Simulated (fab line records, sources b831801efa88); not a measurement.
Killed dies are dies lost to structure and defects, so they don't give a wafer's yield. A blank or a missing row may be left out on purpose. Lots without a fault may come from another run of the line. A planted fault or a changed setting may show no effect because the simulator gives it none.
Split-lot experiment | flow sfq_line | 5 lots, 27 wafers read, on a route of 325 steps

THE SPLIT
At SFQ_TRILAYER_I0_DEP_PECVD_027 (deposits SiO2 from SiH4/N2O, time 111.11 s, target thk 500 nm), the setting time_s was moved away from the recipe's 111.11 s on 6 of the 27 wafers read, by +36.5% to +38.1%. The other wafers ran this setting at the recipe's value.

The reading is taken at the split's own step.

THE READING
SiO2_of_TRILAYER_I0_DEP_PECVD_027.thk_nm (the simulator's own value, which no gauge read), in nm, at SFQ_TRILAYER_I0_DEP_PECVD_027 (deposits SiO2 from SiH4/N2O, time 111.11 s, target thk 500 nm). The file gives no usual value for it. The 21 wafers here that ran the recipe average 499.4 nm, standard deviation 5.1 nm.

wafer  | tool, chamber at the split | time_s as run, s | against the recipe | SiO2_of_TRILAYER_I0_DEP_PECVD_027.thk_nm, nm | against lot-mates on the recipe
L074.1 | pecvd-01, 1                | 111.11           | recipe             | 495.3                                        | -
L074.2 | pecvd-01, 2                | 111.11           | recipe             | 495.5                                        | -
L074.3 | pecvd-01, 0                | 111.11           | recipe             | 494.9                                        | -
L074.4 | pecvd-01, 1                | 111.11           | recipe             | 502.3                                        | -
L074.5 | pecvd-01, 2                | 111.11           | recipe             | 503.1                                        | -
L074.6 | pecvd-01, 0                | 111.11           | recipe             | 503.3                                        | -
L077.1 | pecvd-02, 0                | 111.11           | recipe             | 499.7                                        | -
L077.2 | pecvd-02, 2                | 153.4            | +38.1%             | 690.7                                        | +189.3
L077.3 | pecvd-02, 1                | 153.4            | +38.1%             | 686.9                                        | +185.5
L077.4 | pecvd-02, 1,0              | 111.11           | recipe             | 502.2                                        | -
L077.6 | pecvd-02, 1,0              | 111.11           | recipe             | 502.2                                        | -
L077.5 | pecvd-02, 2                | 153.4            | +38.1%             | 694.6                                        | +193.2
L078.1 | pecvd-01, 2                | 111.11           | recipe             | 490.6                                        | -
L078.2 | pecvd-01, 1                | 111.11           | recipe             | 489.9                                        | -
L078.3 | pecvd-01, 1                | 111.11           | recipe             | 500.3                                        | -
L078.4 | pecvd-01, 2                | 111.11           | recipe             | 496.8                                        | -
L078.5 | pecvd-01, 1                | 111.11           | recipe             | 493.1                                        | -
L078.6 | pecvd-01, 2                | 111.11           | recipe             | 495.7                                        | -
L079.1 | pecvd-02, 1                | 151.7            | +36.5%             | 682.1                                        | +175.9
L079.2 | pecvd-02, 0                | 151.7            | +36.5%             | 679.8                                        | +173.6
L079.3 | pecvd-02, 2                | 111.11           | recipe             | 503.6                                        | -
L079.4 | pecvd-02, 1                | 111.11           | recipe             | 503.5                                        | -
L079.5 | pecvd-02, 0                | 151.7            | +36.5%             | 685.2                                        | +179.0
L079.6 | pecvd-02, 2                | 111.11           | recipe             | 511.4                                        | -
L084.2 | pecvd-03, 1                | 111.11           | recipe             | 497.7                                        | -
L084.3 | pecvd-03, 2                | 111.11           | recipe             | 500.7                                        | -
L084.4 | pecvd-03, 1                | 111.11           | recipe             | 504.7                                        | -
Where a row lists several chambers, the file gives one row for several wafers and doesn't say which wafer went through which chamber.

THE FIT
A straight line over all 27 wafers: SiO2_of_TRILAYER_I0_DEP_PECVD_027.thk_nm changes by +5.02 nm for each +1% of time_s; r = +1.00; the points scatter about the line by 4.9 nm.
The same after taking each lot's own level away (the mean of its wafers on the recipe; 27 wafers): +4.9 nm for each +1%; r = +1.00; scatter 3.6 nm.
On that fit, the largest move of time_s shifts the reading by 1.9e+02 nm.
The lots' own levels span 494.40 to 506.17 nm, that is 2.3 times the standard deviation above.
So the lot-to-lot level changes the slope little: the two slopes agree.
Check: with one of the wafers moved furthest among these (+38.1%) left out of the fit, the line predicts +186 nm for it against its lot-mates. It came out at +189 nm against them.

OTHER SPLITS ON THESE WAFERS
These wafers also went through other splits before the reading. Each is held against what the fit with the lots' levels taken away leaves over:
other split on the same wafers             | wafers away from the commonest value | r with SiO2_of_TRILAYER_I0_DEP_PECVD_027.thk_nm (lot level and that fit taken away)
SFQ_TRILAYER_L0_ETCH_METAL_ETCH_008 time_s | 12                                   | -0.24
SFQ_TRILAYER_M0_ETCH_METAL_ETCH_024 time_s | 12                                   | +0.01

THE WHOLE CHAIN: every reading that the file lists as answering this split, in the file's order
step                          | what it does                                                  | reading                                                                                   | change (the file's fit)              | r (the file's)
SFQ_TRILAYER_I0_DEP_PECVD_027 | deposits SiO2 from SiH4/N2O, time 111.11 s, target thk 500 nm | SiO2_of_TRILAYER_I0_DEP_PECVD_027.thk_nm (the simulator's own value, which no gauge read) | +4.9 nm for each +1% of the setting  | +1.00
SFQ_TRILAYER_I0_CMP_CMP_028   | polishes SiO2                                                 | time_to_endpoint_s                                                                        | withheld for each +1% of the setting | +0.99

THE FILE'S OWN FIT
SiO2_of_TRILAYER_I0_DEP_PECVD_027.thk_nm changes by +4.9 nm for each +1% of time_s, r = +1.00.
